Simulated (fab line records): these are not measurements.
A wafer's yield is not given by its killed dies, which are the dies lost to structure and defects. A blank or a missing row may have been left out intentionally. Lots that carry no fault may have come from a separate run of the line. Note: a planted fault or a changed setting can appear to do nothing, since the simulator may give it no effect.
Which tool did it? | flow gf180mcu | 39 wafers from 13 lots sampled at 2 of the route's 602 steps

== WHAT THE GAUGES SHOWED, per wafer ==
GF_SAB_CD_MEAS_09: target cd 420 nm.
lot  | measured     | on       | cdNm (nm)
L374 | day 15 05:36 | cdSem-02 | 421.1 421.0 420.7
L377 | day 16 04:00 | cdSem-02 | 418.6 417.7 417.4
L382 | day 18 04:21 | cdSem-02 | 420.9 420.0 419.3
L384 | day 18 18:25 | cdSem-01 | 418.2 419.7 417.4
L385 | day 19 10:42 | cdSem-01 | 420.5 420.0 420.6
L387 | day 19 22:03 | cdSem-02 | 417.1 415.6 419.1
L389 | day 20 15:04 | cdSem-02 | 422.1 422.1 418.9
L391 | day 21 14:19 | cdSem-01 | 416.6 417.8 417.5
L392 | day 21 14:55 | cdSem-01 | 420.5 420.9 423.6
L394 | day 22 02:34 | cdSem-01 | 421.0 422.4 420.9
L395 | day 22 18:52 | cdSem-01 | 420.8 421.8 423.1
L396 | day 23 00:02 | cdSem-01 | 420.3 418.6 417.3
L397 | day 23 07:06 | cdSem-01 | 422.2 422.1 424.1

== EACH LOT AND THE TOOL THAT RAN IT (in order: tool; ch and the chambers of the sampled wafers; start) ==
lot  | GF_HV_LDD_STRIP_37
L374 | plasmaAsher-02 ch 0,1, day 11 15:55
L377 | plasmaAsher-03 ch 0,1, day 12 12:58
L382 | plasmaAsher-02 ch 0,1, day 14 07:07
L384 | plasmaAsher-02 ch 0,1, day 14 19:40
L385 | plasmaAsher-04 ch 0,1, day 15 10:30
L387 | plasmaAsher-04 ch 0,1, day 15 18:58
L389 | plasmaAsher-03 ch 0,1, day 16 11:08
L391 | plasmaAsher-03 ch 0, day 17 10:04
L392 | plasmaAsher-04 ch 0,1, day 17 10:12
L394 | plasmaAsher-03 ch 0,1, day 17 23:30
L395 | plasmaAsher-02 ch 1, day 18 14:57
L396 | plasmaAsher-02 ch 0,1, day 18 20:41
L397 | plasmaAsher-04 ch 0,1, day 19 04:15
- GF_HV_LDD_STRIP_37: strips in O2/N2.

== AS READ BY THE TOOLS THEMSELVES (means over the sampled wafers that have a number; for cases with no such wafer, the mark the record gives instead) ==
GF_HV_LDD_STRIP_37.
lot  | tool           | drypumpMotorCurrentA (A) | heaterPowerW (W) | n2FlowSccm (sccm) | o2FlowSccm (sccm) | oesProductAu (a.u.) | stripTimeToEndpointS (s)
L374 | plasmaAsher-02 | 5.9                      | 308              | 299.7             | 3006              | 0.721               | 12.60
L377 | plasmaAsher-03 | 5.4                      | 296              | 299.7             | 3001              | 0.715               | 12.59
L382 | plasmaAsher-02 | 5.8                      | 309              | 299.7             | 3003              | 0.664               | 12.61
L384 | plasmaAsher-02 | 5.9                      | 313              | 299.7             | 2997              | 0.661               | 12.66
L385 | plasmaAsher-04 | 6.3                      | 326              | 299.1             | 3008              | 0.713               | 12.64
L387 | plasmaAsher-04 | 6.3                      | 328              | 300.6             | 2992              | 0.720               | 12.65
L389 | plasmaAsher-03 | 5.6                      | 305              | 300.4             | 3003              | 0.717               | 12.63
L391 | plasmaAsher-03 | 5.9                      | 306              | 299.8             | 2999              | 0.720               | 12.57
L392 | plasmaAsher-04 | 6.2                      | 327              | 299.9             | 3005              | 0.712               | 12.60
L394 | plasmaAsher-03 | 5.4                      | 296              | 300.3             | 2996              | 0.717               | 12.63
L395 | plasmaAsher-02 | 6.2                      | 323              | 301.2             | 3011              | 0.714               | 12.61
L396 | plasmaAsher-02 | 5.8                      | 315              | 299.7             | 3005              | 0.715               | 12.61
L397 | plasmaAsher-04 | 6.2                      | 323              | 299.9             | 2991              | 0.715               | 12.62

== THE ANSWER, worked out from the rows above alone ==
Rule: usual is defined by the lots themselves. The widest of any qualifying gaps counts: lots, ordered by their means at a reading, are off when they make up no more than a third of the lots, leave a main group of 4 or more, and stand apart from it by 3 or more times the standard deviation of that group's means. A main group is skipped when, at the precision printed for the reading in the tables above, its means are all equal. A lot without any number at a reading at which 4 lots or more have one is off too. Any other lot the step has rows for is counted as sound. Order of review: gauges by route order, followed by the tools' own readings, for which a lot's mean as printed above is used. At the first step where some lot is off, the reading lying furthest off is the one used; lots without a number count as furthest.
Off, at GF_HV_LDD_STRIP_37 on oesProductAu: L382, L384. For the main group the mean is 0.716 a.u. and the standard deviation 0.0029.
A tool fits if, at that step or a process step before it, it ran every lot that is off, and no sound lot after the first of them. No candidate that was tried fits.

== WHAT THE SIMULATOR HAD INSERTED ==
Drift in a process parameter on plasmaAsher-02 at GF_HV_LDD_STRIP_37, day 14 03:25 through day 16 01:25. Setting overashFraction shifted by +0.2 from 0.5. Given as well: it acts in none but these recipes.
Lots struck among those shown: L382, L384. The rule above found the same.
